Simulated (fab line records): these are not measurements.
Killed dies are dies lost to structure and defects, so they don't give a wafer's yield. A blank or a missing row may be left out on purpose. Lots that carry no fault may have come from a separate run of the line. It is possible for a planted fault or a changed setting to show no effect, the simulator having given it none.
fab line records	flow sky130
record lots=13	wafers=39	last_day=51
route steps=708 shown FIELD_ISO@14 NWELL@78 VT_ADJUST_HVTP@92 VT_ADJUST_LVTN@117
lots untouched by any fault: they come from a run of this same line in which no faults occurred
start_h: the number of hours between the record's first day and the start of the first shown wafer of the lot	wait_h: hours elapsed since this lot's preceding step	" repeats the value in the row above	L1.1+2: several wafers, shown together as one row	- no value, or no start was given	* or withheld: withheld	< > ~ a bound
route shown NAME@n: a module of which the file shows steps, and the number in the route of the first	usual: the fault-free wafers' mean and standard deviation	same: alike in all rows	chamber/n: place in a boat	sites: per-site readings	_std_site: standard deviation across them	_edge_site: mean of outer sites minus mean of inner sites	radius_mm: how far each site lies from the wafer's centre	mask NAME#n: copy n	behind: the most recent tool/chamber to have shaped the wafer	hold: cause of the lot's hold/its duration in hours/its outcome	device: whichever transistor did not switch (one of n, p or np)	end of line: tests of these same wafers at the route's end	a step with no rows: only its recipe	killed: count of dies lost to structure and defects at first sort (not the wafer's yield)	map: per-die view of a wafer (x killed, . not killed, _ where there is no die)
set.NAME: the setting as run; set.NAME@STEP: as run at that earlier step	model.NAME: the simulator's own value behind a step, which no gauge read
route steps across a sampled set of lots; one table per step, one row per wafer
services: when a tool's chamber went out of use (start_h, in hours from the record's first day, below 0 if earlier), for how many hours, and the reason
## steps
# step SKY_FIELD_ISO_CD_MEAS_13
# recipe target_cd_nm=150
# usual cd_nm=150.2/1.6
lot.wafer	tool	chamber	start_h	wait_h	cd_nm
L365.3	cd_sem-02	-	32.58	-	149.7
L365.4	"	-	"	"	148.0
L365.5	"	-	"	"	149.9
L367.2	cd_sem-02	-	41.81	-	148.0
L367.3	"	-	"	"	146.5
L367.5	"	-	"	"	148.1
L366.2	cd_sem-02	-	42.16	-	150.4
L366.3	"	-	"	"	150.6
L366.5	"	-	"	"	151.0
L369.2	cd_sem-01	-	49.56	-	148.4
L369.3	"	-	"	"	148.6
L369.4	"	-	"	"	149.8
L374.2	cd_sem-01	-	76.31	-	149.7
L374.5	"	-	"	"	148.8
L374.6	"	-	"	"	148.4
L380.1	cd_sem-01	-	108.62	-	150.3
L380.2	"	-	"	"	149.8
L380.3	"	-	"	"	149.4
L382.3	cd_sem-01	-	115.83	-	149.1
L382.4	"	-	"	"	148.8
L382.5	"	-	"	"	148.8
L383.2	cd_sem-02	-	122.44	-	147.9
L383.4	"	-	"	"	148.4
L383.6	"	-	"	"	149.1
L384.3	cd_sem-01	-	126.93	-	152.6
L384.5	"	-	"	"	153.5
L384.6	"	-	"	"	153.1
L385.3	cd_sem-01	-	132.38	-	154.0
L385.4	"	-	"	"	152.9
L385.5	"	-	"	"	153.7
L386.2	cd_sem-01	-	140.66	-	150.8
L386.3	"	-	"	"	152.1
L386.4	"	-	"	"	151.2
L387.1	cd_sem-02	-	146.24	-	150.5
L387.3	"	-	"	"	150.5
L387.6	"	-	"	"	150.6
L388.1	cd_sem-01	-	147.57	-	150.8
L388.2	"	-	"	"	151.4
L388.6	"	-	"	"	151.1
# step SKY_NWELL_STRIP_25
# recipe chemistry=O2/N2	power_w=1400	pressure_mtorr=1500	platen_temp_c=withheld	o2_flow_sccm=3000	n2_flow_sccm=300	overash_fraction=0.5
# usual drypump_motor_current_A=6.0/0.43	oes_product_au=0.721/0.0044	strip_time_to_endpoint_s=36.87/0.11
lot.wafer	tool	chamber	start_h	wait_h	drypump_motor_current_A	oes_product_au	rf_hours_counter_h	strip_time_to_endpoint_s
L365.3	plasma_asher-03	1	104.56	0.1	5.5	0.727	-	36.99
L365.4	"	0	"	"	6.5	0.719	-	36.90
L365.5	"	1	"	"	5.5	0.725	-	37.11
L367.2	plasma_asher-03	1	116.42	0.1	5.5	0.724	40	36.84
L367.3	"	1	"	"	5.5	0.721	-	36.77
L367.5	"	1	"	"	5.5	0.720	-	36.89
L366.2	plasma_asher-04	0	117.12	0.1	6.4	0.719	33	36.99
L366.3	"	0	"	"	6.4	0.723	-	36.96
L366.5	"	1	"	"	5.8	0.719	-	36.83
L369.2	plasma_asher-02	1	129.32	0.1	5.8	0.721	1	36.86
L369.3	"	0	"	"	6.4	0.724	-	36.85
L369.4	"	1	"	"	5.8	0.721	-	36.88
L374.2	plasma_asher-03	1	157.12	0.1	5.5	0.921	43	-
L374.5	"	1	"	"	5.5	0.927	-	-
L374.6	"	0	"	"	6.6	0.921	-	-
L380.1	plasma_asher-04	0	193.88	0.1	6.4	0.730	40	36.92
L380.2	"	1	"	"	5.8	0.717	40	37.06
L380.3	"	0	"	"	6.4	0.718	-	36.99
L382.3	plasma_asher-04	1	206.86	0.1	5.8	0.721	-	37.01
L382.4	"	0	"	"	6.4	0.718	-	37.11
L382.5	"	1	"	"	5.7	0.726	-	37.09
L383.2	plasma_asher-02	1	211.97	0.1	5.8	0.722	9	37.00
L383.4	"	0	"	"	6.4	0.717	-	37.05
L383.6	"	1	"	"	5.8	0.719	-	36.92
L384.3	plasma_asher-04	0	220.26	0.1	6.4	0.725	-	36.71
L384.5	"	1	"	"	5.8	0.725	-	36.73
L384.6	"	0	"	"	6.4	0.726	-	36.75
L385.3	plasma_asher-03	1	225.96	0.1	5.4	0.719	-	36.83
L385.4	"	0	"	"	6.6	0.718	-	36.98
L385.5	"	1	"	"	5.5	0.724	-	36.92
L386.2	plasma_asher-04	1	235.12	0.1	5.8	0.722	44	36.89
L386.3	"	1	"	"	5.8	0.723	-	36.95
L386.4	"	0	"	"	6.4	0.724	-	36.94
L387.1	plasma_asher-02	1	240.02	0.1	5.8	0.716	12	36.99
L387.3	"	1	"	"	5.8	0.714	-	37.02
L387.6	"	1	"	"	5.8	0.722	-	36.87
L388.1	plasma_asher-04	0	242.72	0.1	6.4	0.728	45	36.68
L388.2	"	1	"	"	5.8	0.722	45	36.72
L388.6	"	0	"	"	6.4	0.723	-	36.77
# step SKY_VT_ADJUST_HVTP_CD_MEAS_07
# recipe target_cd_nm=380
# usual cd_nm=380.4/1.9
lot.wafer	tool	chamber	start_h	wait_h	cd_nm
L365.3	cd_sem-02	-	122.88	0.1	378.3
L365.4	"	-	"	"	382.2
L365.5	"	-	"	"	379.1
L367.2	cd_sem-02	-	136.24	0.1	381.4
L367.3	"	-	"	"	383.8
L367.5	"	-	"	"	383.6
L366.2	cd_sem-01	-	136.76	0.1	377.6
L366.3	"	-	"	"	380.5
L366.5	"	-	"	"	381.3
L369.2	cd_sem-02	-	149.34	0.1	377.9
L369.3	"	-	"	"	377.0
L369.4	"	-	"	"	379.6
L374.2	cd_sem-02	-	177.59	0.1	379.1
L374.5	"	-	"	"	377.9
L374.6	"	-	"	"	382.1
L380.1	cd_sem-01	-	217.97	0.1	381.4
L380.2	"	-	"	"	381.1
L380.3	"	-	"	"	381.2
L382.3	cd_sem-02	-	230.43	0.1	383.9
L382.4	"	-	"	"	384.0
L382.5	"	-	"	"	383.0
L383.2	cd_sem-02	-	235.11	0.1	384.0
L383.4	"	-	"	"	381.8
L383.6	"	-	"	"	383.3
L384.3	cd_sem-01	-	244.21	0.1	381.6
L384.5	"	-	"	"	384.6
L384.6	"	-	"	"	385.7
L385.3	cd_sem-01	-	249.36	0.1	378.1
L385.4	"	-	"	"	378.8
L385.5	"	-	"	"	379.3
L386.2	cd_sem-02	-	259.49	0.1	379.3
L386.3	"	-	"	"	380.9
L386.4	"	-	"	"	379.9
L387.1	cd_sem-02	-	263.99	0.1	382.1
L387.3	"	-	"	"	379.5
L387.6	"	-	"	"	380.7
L388.1	cd_sem-02	-	267.64	0.1	382.7
L388.2	"	-	"	"	380.7
L388.6	"	-	"	"	380.9
# step SKY_VT_ADJUST_HVTP_STRIP_10
# recipe chemistry=O2/N2	power_w=1400	pressure_mtorr=1500	platen_temp_c=withheld	o2_flow_sccm=3000	n2_flow_sccm=300	overash_fraction=0.5
# usual drypump_motor_current_A=6.0/0.4	oes_product_au=0.715/0.0044	strip_time_to_endpoint_s=14.17/0.044
lot.wafer	tool	chamber	start_h	wait_h	drypump_motor_current_A	oes_product_au	rf_hours_counter_h	strip_time_to_endpoint_s
L365.3	plasma_asher-01	1	123.18	0.1	6.0	0.719	-	14.17
L365.4	"	0	"	"	5.8	0.712	-	14.14
L365.5	"	0	"	"	5.8	0.717	-	14.19
L367.2	plasma_asher-03	1	136.53	0.1	5.5	0.719	41	14.18
L367.3	"	0	"	"	6.6	0.715	-	14.16
L367.5	"	1	"	"	5.4	0.717	-	14.20
L366.2	plasma_asher-01	1	137.04	0.1	6.0	0.722	46	14.22
L366.3	"	0	"	"	5.8	0.711	-	14.19
L366.5	"	1	"	"	6.0	0.716	-	14.17
L369.2	plasma_asher-02	0	149.63	0.1	6.3	0.719	3	14.22
L369.3	"	0	"	"	6.4	0.722	-	14.14
L369.4	"	1	"	"	5.8	0.716	-	14.16
L374.2	plasma_asher-02	1	177.87	0.1	5.8	0.726	6	39.40
L374.5	"	1	"	"	5.8	0.716	-	39.30
L374.6	"	0	"	"	6.3	0.725	-	39.43
L380.1	plasma_asher-01	0	218.27	0.1	5.8	0.722	53	14.17
L380.2	"	1	"	"	6.0	0.720	53	14.21
L380.3	"	1	"	"	6.0	0.711	-	14.17
L382.3	plasma_asher-03	0	230.73	0.1	6.6	0.718	-	14.19
L382.4	"	1	"	"	5.4	0.720	-	14.20
L382.5	"	1	"	"	5.5	0.709	-	14.21
L383.2	plasma_asher-02	1	235.40	0.1	5.8	0.712	12	14.08
L383.4	"	0	"	"	6.3	0.711	-	14.11
L383.6	"	0	"	"	6.3	0.717	-	14.09
L384.3	plasma_asher-01	1	244.51	0.1	5.9	0.712	-	14.13
L384.5	"	1	"	"	6.0	0.712	-	14.13
L384.6	"	0	"	"	5.8	0.722	-	14.17
L385.3	plasma_asher-02	0	249.66	0.1	6.3	0.712	-	14.16
L385.4	"	1	"	"	5.8	0.714	-	14.15
L385.5	"	0	"	"	6.3	0.717	-	14.18
L386.2	plasma_asher-02	0	259.77	0.1	6.3	0.709	14	14.23
L386.3	"	1	"	"	5.8	0.714	-	14.25
L386.4	"	0	"	"	6.3	0.710	-	14.19
L387.1	plasma_asher-02	1	264.29	0.1	5.8	0.716	15	14.24
L387.3	"	0	"	"	6.3	0.711	-	14.23
L387.6	"	1	"	"	5.8	0.725	-	14.25
L388.1	plasma_asher-03	0	267.94	0.1	6.6	0.717	54	14.16
L388.2	"	1	"	"	5.5	0.726	54	14.23
L388.6	"	0	"	"	6.6	0.715	-	14.16
# step SKY_VT_ADJUST_HVTP_TW_MEAS_11
# usual VT_ADJUST_HVTP_TW=1359/22
lot.wafer	tool	chamber	start_h	wait_h	VT_ADJUST_HVTP_TW
L365.3	film_metro-03	-	123.26	0.1	1329
L365.4	"	-	"	"	1326
L365.5	"	-	"	"	1331
L367.2	film_metro-02	-	136.64	0.1	1382
L367.3	"	-	"	"	1376
L367.5	"	-	"	"	1373
L366.2	film_metro-02	-	137.15	0.1	1382
L366.3	"	-	"	"	1376
L366.5	"	-	"	"	1377
L369.2	film_metro-02	-	149.74	0.1	1375
L369.3	"	-	"	"	1378
L369.4	"	-	"	"	1381
L374.2	film_metro-04	-	177.98	0.1	30
L374.5	"	-	"	"	30
L374.6	"	-	"	"	30
L380.1	film_metro-04	-	218.37	0.1	1344
L380.2	"	-	"	"	1337
L380.3	"	-	"	"	1344
L382.3	film_metro-03	-	230.82	0.1	1321
L382.4	"	-	"	"	1327
L382.5	"	-	"	"	1322
L383.2	film_metro-02	-	235.54	0.1	1366
L383.4	"	-	"	"	1364
L383.6	"	-	"	"	1376
L384.3	film_metro-02	-	244.59	0.1	1374
L384.5	"	-	"	"	1383
L384.6	"	-	"	"	1386
L385.3	film_metro-02	-	249.74	0.1	1375
L385.4	"	-	"	"	1386
L385.5	"	-	"	"	1371
L386.2	film_metro-02	-	259.88	0.1	1377
L386.3	"	-	"	"	1378
L386.4	"	-	"	"	1378
L387.1	film_metro-02	-	264.39	0.1	1380
L387.3	"	-	"	"	1383
L387.6	"	-	"	"	1382
L388.1	film_metro-04	-	268.04	0.1	1341
L388.2	"	-	"	"	1347
L388.6	"	-	"	"	1343
# step SKY_VT_ADJUST_LVTN_STRIP_20
# recipe chemistry=O2/N2	power_w=1400	pressure_mtorr=1500	platen_temp_c=withheld	o2_flow_sccm=3000	n2_flow_sccm=300	overash_fraction=0.5
# usual drypump_motor_current_A=6.00/0.24	oes_product_au=0.715/0.0044	strip_time_to_endpoint_s=14.17/0.043
lot.wafer	tool	chamber	start_h	wait_h	drypump_motor_current_A	oes_product_au	rf_hours_counter_h	strip_time_to_endpoint_s
L365.3	plasma_asher-02	1	161.51	0.1	5.81	0.716	-	14.19
L365.4	"	0	"	"	6.34	0.719	-	14.26
L365.5	"	1	"	"	5.81	0.708	-	14.19
L367.2	plasma_asher-01	0	177.15	0.1	5.80	0.714	50	14.13
L367.3	"	1	"	"	5.98	0.716	-	14.19
L367.5	"	1	"	"	5.95	0.717	-	14.16
L366.2	plasma_asher-04	1	177.45	0.1	5.77	0.719	39	14.16
L366.3	"	0	"	"	6.38	0.716	-	14.21
L366.5	"	0	"	"	6.40	0.714	-	14.19
L369.2	plasma_asher-02	0	191.00	0.1	6.30	0.721	7	14.21
L369.3	"	0	"	"	6.32	0.714	-	14.22
L369.4	"	1	"	"	5.79	0.716	-	14.23
L374.2	plasma_asher-02	1	223.05	0.1	5.81	0.708	10	14.16
L374.5	"	1	"	"	5.81	0.719	-	14.17
L374.6	"	0	"	"	6.32	0.722	-	14.24
L380.1	plasma_asher-01	0	264.62	0.1	5.80	0.722	58	14.20
L380.2	"	1	"	"	5.96	0.717	58	14.14
L380.3	"	1	"	"	5.97	0.719	-	14.19
L382.3	plasma_asher-01	1	278.46	0.1	5.96	0.717	-	14.22
L382.4	"	0	"	"	5.79	0.714	-	14.19
L382.5	"	0	"	"	5.80	0.715	-	14.24
L383.2	plasma_asher-01	1	283.83	0.1	5.99	0.720	61	14.06
L383.4	"	0	"	"	5.81	0.714	-	14.07
L383.6	"	1	"	"	5.99	0.704	-	14.10
L384.3	plasma_asher-01	1	293.40	0.1	5.98	0.713	-	14.18
L384.5	"	0	"	"	5.82	0.720	-	14.18
L384.6	"	1	"	"	5.98	0.715	-	14.27
L385.3	plasma_asher-02	0	299.46	0.1	6.35	0.719	-	14.22
L385.4	"	1	"	"	5.80	0.711	-	14.19
L385.5	"	0	"	"	6.30	0.715	-	14.20
L386.2	plasma_asher-04	0	309.17	0.1	6.38	0.709	47	14.21
L386.3	"	1	"	"	5.81	0.716	-	14.15
L386.4	"	0	"	"	6.35	0.713	-	14.14
L387.1	plasma_asher-04	1	314.22	0.1	5.80	0.708	48	14.21
L387.3	"	0	"	"	6.36	0.717	-	14.21
L387.6	"	1	"	"	5.79	0.708	-	14.18
L388.1	plasma_asher-01	1	317.47	0.1	5.99	0.716	65	14.15
L388.2	"	0	"	"	5.80	0.707	65	14.14
L388.6	"	1	"	"	5.99	0.711	-	14.13
## services
tool	chamber	start_h	hours	kind
plasma_asher-02	-	108.75	9.0	pm
plasma_asher-02	0	108.75	9.0	vent_cycle
plasma_asher-02	1	108.75	9.0	vent_cycle
plasma_asher-02	0	117.75	-	clean
plasma_asher-02	1	117.75	-	clean
plasma_asher-03	-	119.25	4.6	pm
plasma_asher-02	-	180.13	0.4	repair
plasma_asher-01	-	193.63	3.5	repair
plasma_asher-04	-	255.97	28.1	pm
plasma_asher-04	-	284.07	14.6	pm
plasma_asher-04	-	298.67	2.8	pm
plasma_asher-02	-	303.73	8.0	repair
plasma_asher-04	-	303.85	0.3	repair
## key
first_sign step=SKY_NWELL_STRIP_25	reading=oes_product_au	direction=up	sigmas=46	usual=0.721	struck=0.923
effect step=SKY_VT_ADJUST_HVTP_STRIP_10	reading=strip_time_to_endpoint_s	direction=up	sigmas=99+	usual=*	struck=*
effect step=SKY_VT_ADJUST_HVTP_TW_MEAS_11	reading=VT_ADJUST_HVTP_TW	direction=down	sigmas=59	usual=1359	struck=30
met_at SKY_NWELL_STRIP_25
struck_lots L374
sort_left_out L374.2,L374.5,L374.6
tester_left_out L374
not_acting_at SKY_FIELD_ISO_CD_MEAS_13,SKY_VT_ADJUST_HVTP_CD_MEAS_07,SKY_VT_ADJUST_LVTN_STRIP_20
onset_between 116.42 157.12
fault kind=strip_aborted	tool=plasma_asher-03	chamber=-	onset_h=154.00	steps=SKY_NWELL_STRIP_25	offset=0.78796	end_h=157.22
# tester_left_out: of these lots the tester's yield and bins aren't shown, on N5 and GAA mostly nor the transistor test; their killed dies are dies lost to structure and defects alone, not to doping, threshold or leakage, so they don't give the yield
# sort_left_out: the simulated sort isn't trusted on such a fault, so these wafers' sort isn't shown, and their yield isn't known
